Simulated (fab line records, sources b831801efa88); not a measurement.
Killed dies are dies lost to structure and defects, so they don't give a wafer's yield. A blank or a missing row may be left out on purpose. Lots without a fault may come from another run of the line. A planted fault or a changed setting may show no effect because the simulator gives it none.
Which tool did it? | flow sky130 | 6 lots, 18 wafers sampled, at 2 steps of a route of 708

WHAT THE GAUGES READ, wafer by wafer
SKY_VIA4_BOW_MEAS_03.
lot  | measured     | on            | VIA4_BOW (um)
L819 | day 43 20:46 | film_metro-04 | 66 72 68
L821 | day 44 17:41 | film_metro-03 | 86 72 96
L824 | day 45 03:47 | film_metro-03 | 78 77 77
L827 | day 45 23:45 | film_metro-03 | 79 74 90
L834 | day 47 14:14 | film_metro-04 | 79 79 90
L836 | day 48 04:00 | film_metro-01 | 73 73 84

WHICH TOOL RAN EACH LOT (tool, then ch and the chambers of the sampled wafers, then the start)
lot  | SKY_METAL1_SPUTTER_04
L819 | pvd_sputter-02, day 33 23:18
L821 | pvd_sputter-02, day 34 21:32
L824 | pvd_sputter-02, day 35 10:12
L827 | pvd_sputter-02, day 36 13:06
L834 | pvd_sputter-03, day 38 12:02
L836 | pvd_sputter-01, day 39 02:49
- SKY_METAL1_SPUTTER_04: material TiN, target thk 70 nm, time 58.3 s.

THE ANSWER, worked out from the rows above alone
Rule: what is usual is taken from the lots themselves. Put in order of their means at a reading, lots are off if they are a third of the lots or fewer, leave a main group of 4 or more, and stand apart from it by a gap of 3 or more times the standard deviation of the main group's means; of several such gaps the widest counts. A main group whose means are all the same, to the digits that the tables above print for the reading, isn't used. A lot without any number at a reading at which 4 lots or more have one is off too. The other lots that the step has rows for count as sound.
No lot is off at any reading shown: from this, nothing can be told.

WHAT THE SIMULATOR HAD PUT IN
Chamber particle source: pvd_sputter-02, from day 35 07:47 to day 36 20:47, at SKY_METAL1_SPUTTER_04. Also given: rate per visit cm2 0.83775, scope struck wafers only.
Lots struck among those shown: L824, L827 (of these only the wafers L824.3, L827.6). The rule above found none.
